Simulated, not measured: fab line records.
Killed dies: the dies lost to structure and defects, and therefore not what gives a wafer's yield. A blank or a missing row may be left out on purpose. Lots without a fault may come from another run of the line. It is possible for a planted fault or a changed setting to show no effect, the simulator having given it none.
Comparing a struck lot with a sound one -- flow sky130 -- 15 out of 708 route steps
Sound: the wafers L165.3, L165.4, L165.6. Wafers L159.2, L159.3, L159.6 were the ones struck. At the end, the cause is stated.
For every step that has rows: the tool of each side, followed by ch and its chambers, followed by its first start. Under that, the readings that differ: sound wafers -- struck wafers -- difference of the means -- sigmas: that difference in standard deviations of wafers without a fault.
alike: same words and numbers on both sides, and readings whose means sit less than 2 such deviations apart. not compared: any withheld reading, any reading some wafer has no value for, any bound like >300 that may hide the same value, and any number with overlapping values for which the record gives no deviation.
The two part at a step that has a row with sigmas, a row that says differs or no value, or rows on one side only. Numbers that don't overlap but have no deviation are shown without sigmas and don't part them. Lack of a reading on every wafer of one side parts them only where that side has two or more wafers.

SKY_SD_N_RS_MEAS_16: a four-point-probe measurement.
  struck on film_metro-03, day 32 01:02; sound on film_metro-04, day 34 06:17
  alike: SD_N_RS
SKY_SD_N_RS_MEAS_17: a four-point-probe measurement.
  struck on film_metro-03, day 32 01:09; sound on film_metro-04, day 34 06:24
  alike: SD_P_RS
SKY_SD_N_RS_MEAS_18: a four-point-probe measurement.
  struck on film_metro-03, day 32 01:16; sound on film_metro-04, day 34 06:31
  alike: RES_XHIGH_RS
then, 2 steps without rows for these wafers: SKY_SALICIDE_CLEAN_00 (cleans in HF-last, time 30 s); SKY_LI_CONTACT_HDPCVD_00 (deposits PSG, target thk 930 nm, time 155 s).
SKY_LI_CONTACT_THK_MEAS_01:
  struck on film_metro-02, day 32 01:30; sound on film_metro-04, day 34 06:44
  alike: LI_CONTACT_HDPCVD_THK
SKY_LI_CONTACT_CMP_02: polishes PSG.
  sound on cmp-02 ch 0,1,2, day 34 06:50; struck on cmp-02 ch 1,2, day 32 01:33
  alike: motor_current_A, time_to_endpoint_s
SKY_LI_CONTACT_BOW_MEAS_03:
  struck on film_metro-04, day 32 01:52; sound on film_metro-04, day 34 07:07
  alike: LI_CONTACT_BOW
then, 4 steps without rows for these wafers: SKY_LI_CONTACT_DEHYDRATE_04 (time 60 s); SKY_LI_CONTACT_HMDS_05 (prime time 60 s); SKY_LI_CONTACT_COAT_06 (resist thk 60 nm); SKY_LI_CONTACT_COAT_07 (resist thk 450 nm).
SKY_LI_CONTACT_SOFTBAKE_08: time 90 s.
  sound on litho_track-01 ch 0, day 34 20:00; struck on litho_track-04 ch 0, day 32 15:00
reading,sound,struck,difference,sigmas
heater_power_total_W (W),57.15 57.17 57.38,56.82 56.91 56.73,-0.41,-3
plate_temp_C (C),99.94 99.84 99.83,99.28 99.31 99.17,-0.62,-5
  alike: resist_line_temp_C
then, 1 step without rows for these wafers: SKY_LI_CONTACT_EXPOSE_09 (exposes mask LICM1, target cd 170 nm).
-- a jump in the record: the struck wafers' starts before and after are 16 days apart (it breaks off in module LI_CONTACT and resumes in module PAD_OPEN, where the first step shown is number 708 of the route) --
SKY_PAD_OPEN_PROBE_99:
  struck on prober-02, day 48 19:43; sound on prober-02, day 50 05:11
reading,sound,struck,difference,sigmas
killed_at_front_end,10 8 13,19 19 20,+9,+2
  alike: killed_at_M0_to_M3, killed_at_M4_up, killed_at_contacts, killed_at_other, killed_dies, killed_on_rim, killed_open, killed_short

## WHERE THEY PART
Earliest at SKY_LI_CONTACT_SOFTBAKE_08; latest, in this record, at SKY_PAD_OPEN_PROBE_99.

WHY: whatever the simulator had introduced
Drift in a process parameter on litho_track-04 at SKY_LI_CONTACT_SOFTBAKE_08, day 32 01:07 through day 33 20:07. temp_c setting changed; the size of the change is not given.
